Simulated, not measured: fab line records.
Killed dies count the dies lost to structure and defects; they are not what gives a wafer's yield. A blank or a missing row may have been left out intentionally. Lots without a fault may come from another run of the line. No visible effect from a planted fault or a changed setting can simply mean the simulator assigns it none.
fab line records -- flow sfq_line
record: lots: 15, wafers: 44, last_day: 95
route steps=325 shown M6@262
lots untouched by any fault: they come from a run of this same line in which no faults occurred
start_h: hours from the record's first day to the start of the lot's first wafer shown -- wait_h: how many hours have passed since the lot's step before this one -- " unchanged from the row above -- L1.1+2: a single row standing in for several wafers -- - either no value or no given start -- * or withheld: withheld -- < > ~ a bound
route shown NAME@n: NAME is a module with steps in the file, n the number in the route of the first one -- usual: the fault-free wafers' mean and standard deviation -- same: alike in all rows -- chamber/n: place in a boat -- sites: per-site readings -- _std_site: the values' standard deviation -- _edge_site: outer sites' mean less inner sites' -- radius_mm: for every site, how far away it sits from the centre of the wafer -- mask NAME#n: copy n -- behind: the most recent tool/chamber to have shaped the wafer -- hold: cause of the lot's hold/its duration in hours/its outcome -- device: the transistor (n, p or np) that didn't switch -- end of line: the route-end tests of the same wafers -- a step given without rows: its recipe and nothing more -- killed: dies lost to structure and defects at the first sort, not the wafer's yield -- map: shows each die of a wafer: x if killed, . if not, _ if none is there
set.NAME: the run value of the setting; set.NAME@STEP: its run value at that earlier step -- model.NAME: the simulator's own value behind a step, which no gauge read
steps of the route over a sample of lots; a table a step, a row a wafer
services: from which hour (start_h, from the record's first day; less than 0 if before it) a tool's chamber was out of use, for how many hours, and why
== steps ==
step: SFQ_TRILAYER_M6_BARC_OPEN_METAL_ETCH_206
recipe: mask_material: PR, chemistry: O2, target_depth_nm: 125, target: BARC, icp_w: 600, bias_w: 80, pressure_mtorr: 10, time_s: 41.7
usual: drypump_motor_current_A: 5.6/0.48, oes_product_au: 0.685/0.0044, run_length_s: 70.2/0.44
lot.wafer,tool,chamber,start_h,wait_h,drypump_motor_current_A,oes_product_au,rf_hours_counter_h,run_length_s
L517.1,rie_metal-02,0,1652.44,0.0,5.3,0.686,78,69.8
L517.4,rie_metal-02,0,1652.44,0.0,5.3,0.689,-,69.8
L517.5,rie_metal-02,1,1652.44,0.0,6.4,0.684,-,69.6
L518.1,rie_metal-02,0,1655.59,0.0,5.3,0.682,79,70.3
L518.4,rie_metal-02,0,1655.59,0.0,5.3,0.677,-,69.8
L518.6,rie_metal-02,0,1655.59,0.0,5.3,0.680,-,70.0
L519.1,rie_metal-02,0,1659.56,0.0,5.3,0.686,79,69.7
L519.4,rie_metal-02,1,1659.56,0.0,6.4,0.755,-,64.2
L519.6,rie_metal-02,1,1659.56,0.0,6.4,0.692,-,69.8
L520.1,rie_metal-02,1,1674.21,0.0,6.5,0.690,38,69.5
L520.3,rie_metal-02,1,1674.21,0.0,6.4,0.763,-,64.8
L520.5,rie_metal-02,1,1674.21,0.0,6.4,0.689,-,69.7
L523.3,rie_metal-02,1,1704.11,0.0,6.4,0.764,-,64.1
L523.4,rie_metal-02,0,1704.11,0.0,5.3,0.767,-,64.4
L529.1,rie_metal-01,1,1956.30,0.0,5.4,0.685,65,70.6
L529.4,rie_metal-01,1,1956.30,0.0,5.4,0.687,-,70.7
L529.5,rie_metal-01,1,1956.30,0.0,5.4,0.688,-,70.5
L530.1,rie_metal-04,0,1966.07,0.0,5.3,0.677,80,70.0
L530.2,rie_metal-04,1,1966.07,0.0,5.2,0.669,87,70.2
L530.3,rie_metal-04,1,1966.07,0.0,5.2,0.687,-,70.4
L531.3,rie_metal-04,1,1975.69,0.0,5.2,0.688,-,70.1
L531.5,rie_metal-04,1,1975.69,0.0,5.2,0.684,-,70.3
L531.6,rie_metal-04,0,1975.69,0.0,5.2,0.679,-,70.1
L532.1,rie_metal-02,1,1980.47,0.0,6.5,0.688,83,69.7
L532.4,rie_metal-02,1,1980.47,0.0,6.4,0.680,-,69.7
L532.5,rie_metal-02,1,1980.47,0.0,6.4,0.689,-,69.7
L534.1,rie_metal-02,1,1987.67,0.0,6.5,0.685,84,69.7
L534.4,rie_metal-02,1,1987.67,0.0,6.5,0.680,-,69.8
L534.5,rie_metal-02,1,1987.67,0.0,6.5,0.681,-,70.0
L535.2,rie_metal-01,0,1990.07,0.0,5.4,0.683,3,70.8
L535.4,rie_metal-01,1,1990.07,0.0,5.4,0.679,-,70.9
L535.6,rie_metal-01,0,1990.07,0.0,5.4,0.683,-,70.5
L537.3,rie_metal-01,1,1996.09,0.0,5.4,0.684,-,70.5
L537.5,rie_metal-01,1,1996.09,0.0,5.3,0.681,-,70.5
L537.6,rie_metal-01,0,1996.09,0.0,5.4,0.681,-,70.7
L538.2,rie_metal-01,0,1999.67,0.0,5.4,0.683,5,70.4
L538.3,rie_metal-01,0,1999.67,0.0,5.4,0.687,-,70.2
L538.4,rie_metal-01,1,1999.67,0.0,5.4,0.687,-,70.7
L539.1,rie_metal-01,0,2003.27,0.0,5.4,0.683,5,70.3
L539.2,rie_metal-01,1,2003.27,0.0,5.4,0.683,74,70.9
L539.3,rie_metal-01,0,2003.27,0.0,5.4,0.684,-,70.8
L540.2,rie_metal-02,1,2008.19,0.0,6.5,0.683,88,70.1
L540.4,rie_metal-02,0,2008.19,0.0,5.3,0.686,-,69.7
L540.5,rie_metal-02,0,2008.19,0.0,5.3,0.683,-,69.9
== services ==
tool,chamber,start_h,hours,kind
rie_metal-01,0,1649.79,3.2,repair
rie_metal-04,0,1668.23,7.6,repair
rie_metal-01,0,1704.13,36.8,repair
rie_metal-04,1,1809.49,3.3,repair
rie_metal-04,-,1824.92,0.4,repair
rie_metal-02,-,1829.42,0.1,repair
rie_metal-02,-,1860.86,0.8,repair
rie_metal-04,-,1926.32,0.3,repair
rie_metal-01,0,1939.16,-,clean
rie_metal-01,0,1939.16,-,consumable_replace:esc
rie_metal-01,0,1939.16,-,consumable_replace:focus_ring
rie_metal-01,0,1939.16,33.0,scheduled_down
rie_metal-01,0,1939.16,33.0,vent_cycle
rie_metal-04,-,1946.29,1.4,pm
rie_metal-01,-,1969.86,2.8,pm
rie_metal-02,0,1979.83,8.4,repair
== key ==
first_sign: step: SFQ_TRILAYER_M6_BARC_OPEN_METAL_ETCH_206, reading: oes_product_au, direction: up, sigmas: 17, usual: 0.685, struck: 0.762
effect: step: SFQ_TRILAYER_M6_BARC_OPEN_METAL_ETCH_206, reading: run_length_s, direction: down, sigmas: 13, usual: *, struck: *
met_at SFQ_TRILAYER_M6_BARC_OPEN_METAL_ETCH_206
struck_lots L519,L520,L523
struck_wafers L519.4,L520.3,L523.3,L523.4
onset_between 1655.59 1659.56
fault: kind: process_parameter_drift, tool: rie_metal-02, chamber: -, onset_h: 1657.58, steps: SFQ_TRILAYER_M6_BARC_OPEN_METAL_ETCH_206, channel: time_s, offset: *, shape: step, end_h: 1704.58, scope: struck_wafers_only, acts_in: *, stated: *
